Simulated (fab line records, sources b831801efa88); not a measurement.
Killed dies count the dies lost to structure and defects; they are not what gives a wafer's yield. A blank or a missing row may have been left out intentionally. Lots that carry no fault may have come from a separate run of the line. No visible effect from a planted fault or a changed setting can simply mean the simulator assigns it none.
Matching of chambers | flow sky130 | SKY_VIA3_CMP_02 on cmp-01: 4 sister chambers
The step polishes SiO2. 4 wafers are shown with their chamber, then 8 later ones without.

EACH WAFER AND ITS CHAMBER
wafer  | chamber | motor current A (A)
L088.2 | 3       | 13.3
L092.2 | 1       | 14.0
L092.6 | 2       | 12.2
L095.3 | 0       | 11.5

WAFERS MISSING THEIR CHAMBER
wafer  | motor current A (A)
L095.4 | 11.7
L095.5 | 14.0
L096.2 | 15.3
L096.3 | 10.9
L096.4 | 11.4
L097.3 | 12.3
L097.4 | 14.0
L097.5 | 14.8

WHICH CHAMBER EACH WENT THROUGH
wafer  | from the rows above          | in truth
L095.4 | can't be placed: 0 or 2      | 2
L095.5 | can't be placed: 1 or 3      | 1
L096.2 | can't be placed: 1 or 3      | 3
L096.3 | can't be placed: 0 or 2      | 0
L096.4 | can't be placed: 0 or 2      | 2
L097.3 | can't be placed: 2 or 0 or 3 | 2
L097.4 | can't be placed: 1 or 3      | 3
L097.5 | can't be placed: 1 or 3      | 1
Placed correctly: 0 of 8. Can't be placed from these rows: 8 (the true chamber is among the candidates in 8). Number placed wrongly: 0.
How it was worked out, from the rows above alone: a wafer's distance from a chamber is the root of the sum, over the readings, of the square of ((its reading less the chamber's mean) divided by the reading's scatter). If the next closest chamber is less than 2 further off than the closest, the wafer can't be placed; otherwise it belongs to the closest. The mean given for a chamber averages the wafers shown for that chamber. The scatter: with one shown wafer a chamber, the root of the mean of the squares of how far each hidden wafer lies from its nearest shown one.
